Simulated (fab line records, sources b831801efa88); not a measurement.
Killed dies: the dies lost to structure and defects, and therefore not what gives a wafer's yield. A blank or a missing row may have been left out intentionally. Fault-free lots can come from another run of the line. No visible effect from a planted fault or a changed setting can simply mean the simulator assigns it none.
Code-filled problem report in 8D (eight disciplines) form | flow sky130 | the parts of the form that need people (team, actions taken, sign-off) are left out

1. PROBLEM STATEMENT
Across 6 wafers from 2 lots, VIA1_W_RS at SKY_VIA1_RS_MEAS_22 averages 0.482 ohm/sq, while fault-free wafers read 0.424 ohm/sq with a standard deviation of 0.007. Measured from the usual mean, that is +8.3 standard deviations.
The step: measures by four-point-probe.
First seen on wafer L406.1, day 38 15:26, on film metro-01. At this step, 30 wafers from 10 lots have a number in the record. Rule for "out" (also "out of limits"): further than 4 standard deviations from the usual mean. The other wafers with a number count as sound.

2. WHAT THIS IS AND IS NOT
question                    | is                           | is not
which readings at this step | VIA1_W_RS                    | -
which lots                  | L406, L408                   | L393, L395, L396, L397, L400, L407, L411, L412
which wafers of those lots  | all that have a number       | -
read on which gauges        | film metro-01, film metro-04 | film metro-02
when                        | from day 38 15:26            | up to then (15 sound wafers); but 9 sound wafers of L407, L411, L412 came after

3. WHAT RULES OUT EACH SUSPECT
Counting: a tool at a process step up to the reading stays a suspect if it ran every lot that is out and no sound lot after the first of them.
- the gauge at SKY_VIA1_RS_MEAS_22 is ruled out. Those wafers that are out were read across 2 gauges (film metro-01, film metro-04).
- cvd w-02 at SKY_VIA1_CVD_21 (deposits W, target thk 270 nm, time 80.902 s): kept. Every lot that is out went through it, starting with L406 (day 38 15:20), and after that it ran no sound lot; the last sound lot it ran before then is L397 (day 35 19:33).
After counting, what remains is cvd w-02 at SKY_VIA1_CVD_21.

4. THE CAUSE (what the simulator had put in)
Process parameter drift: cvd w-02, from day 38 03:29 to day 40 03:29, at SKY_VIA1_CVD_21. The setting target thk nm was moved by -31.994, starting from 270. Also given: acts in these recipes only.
This tool alone remained once counting was done.

5. THE CHAIN OF EFFECTS, in route order
One row per reading whose mean, taken over the struck wafers that have a number, lies over 3 standard deviations from the usual. Only readings for which the record gives a usual standard deviation are gone through. hours: the time from each lot's start at the first step in this table that gives one to its start at this step, as a median over the lots. sigmas: the change in usual standard deviations.
hours | step                 | reading            | usual        | on struck wafers | change | sigmas
0     | SKY_VIA1_RS_MEAS_22  | VIA1_W_RS          | 0.424 ohm/sq | 0.482            | +0.058 | +8.3
0     | SKY_VIA1_THK_MEAS_23 | VIA1_W_THK         | 275 nm       | 243              | -32    | -6.4
0     | SKY_VIA1_CMP_24      | time to endpoint s | 65.4 s       | 56.6             | -8.8   | -3.1
Process steps it contains:
- SKY_VIA1_CMP_24: polishes, stops on SiO2, t overpolish 15 s, target thk 0 nm.

6. WHAT WOULD HAVE CAUGHT IT SOONER
In this record the first reading out of limits at a measuring or inspecting step was taken at day 38 15:26, 12 hours after the fault began at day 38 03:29.
Of the tool readings at SKY_VIA1_CVD_21 for which the record gives a usual standard deviation, none was out on any struck wafer, so an alarm limit of 4 standard deviations on them would not have fired.
Of the lots that are out (2), L408 began SKY_VIA1_CVD_21 on cvd w-02 after day 38 15:26. A tool hold placed at that time would have kept it from harm.
